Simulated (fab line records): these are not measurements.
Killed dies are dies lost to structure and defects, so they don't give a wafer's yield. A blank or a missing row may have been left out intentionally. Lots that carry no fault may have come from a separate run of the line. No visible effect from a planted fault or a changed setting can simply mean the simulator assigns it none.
Chamber matching	flow sky130	4 sister chambers for SKY_FIELD_ISO_CMP_27 on cmp-01
The step polishes, stops on Si3N4, t overpolish 16 s, target thk 457.8 nm. 24 wafers are shown with their chamber, then 12 later ones without.

## EACH WAFER AND ITS CHAMBER
wafer	chamber	motorCurrentA (A)	platenRpm (rpm)	timeToEndpointS (s)
L074.2	3	12.5	60.01	116
L074.3	2	12.2	60.01	117
L074.6	2	11.1	59.94	116
L082.1	1	12.1	60.04	113
L082.2	2	12.2	59.99	108
L082.4	3	12.6	59.98	108
L084.4	0	11.5	59.97	112
L084.5	3	12.7	60.02	113
L084.6	0	11.2	59.98	113
L085.3	2	11.7	60.12	112
L085.4	0	11.2	59.95	111
L085.6	0	11.1	59.94	111
L086.2	2	12.1	60.01	115
L086.4	3	12.1	60.03	114
L086.6	0	11.2	60.03	116
L088.2	0	11.0	60.05	116
L088.5	3	12.8	60.01	115
L088.6	2	12.0	59.98	112
L089.2	1	12.1	60.02	112
L089.4	2	12.4	59.98	109
L089.5	0	11.2	60.06	115
L090.3	1	12.5	60.04	111
L090.4	0	11.2	60.02	110
L090.6	0	10.5	59.96	114

SIGNATURES, as means of the wafers listed above
reading	chamber 0	chamber 1	chamber 2	chamber 3	scatter within a chamber
motorCurrentA	11.122	12.233	11.957	12.540	0.325
platenRpm	59.9956	60.0333	60.0043	60.0100	0.0429
timeToEndpointS	113.11	112.00	112.71	113.20	2.77
Rule: for each reading, subtract the chamber's mean from the wafer's reading, divide by that reading's scatter and square the result; add these up over the readings and take the root, which gives the wafer's distance from the chamber. The wafer belongs to the nearest chamber; if the next one is less than 2 further off, it can't be placed. The scatter: the root of (the sum of the squares of (reading less its chamber's mean) over the shown wafers, divided by (wafers less chambers)).

## WAFERS MISSING THEIR CHAMBER
wafer	motorCurrentA (A)	platenRpm (rpm)	timeToEndpointS (s)
L091.1	12.7	59.94	109
L091.2	11.5	60.03	110
L091.5	12.6	60.03	109
L093.1	12.3	60.02	115
L093.3	11.1	60.05	116
L093.4	12.5	59.98	112
L095.2	11.9	59.99	114
L095.4	12.2	60.00	116
L095.6	11.9	59.99	111
L097.1	11.0	59.93	116
L097.3	12.3	59.95	113
L097.6	11.5	59.95	112

## CHAMBER TAKEN BY EACH
wafer	from the rows above	in truth
L091.1	can't be placed: 3 or 1 or 2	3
L091.2	can't be placed: 0 or 2 or 1 or 3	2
L091.5	can't be placed: 1 or 3 or 2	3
L093.1	can't be placed: 3 or 1 or 2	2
L093.3	can't be placed: 0 or 2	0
L093.4	can't be placed: 3 or 1 or 2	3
L095.2	can't be placed: 2 or 1 or 3 or 0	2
L095.4	can't be placed: 2 or 3 or 1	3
L095.6	can't be placed: 2 or 1 or 3 or 0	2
L097.1	can't be placed: 0 or 2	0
L097.3	can't be placed: 3 or 2 or 1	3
L097.6	can't be placed: 0 or 2 or 1 or 3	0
0 of 12 placed correctly. Can't be placed from these rows: 12 (the true chamber is among the candidates in 12). 0 placed wrongly.
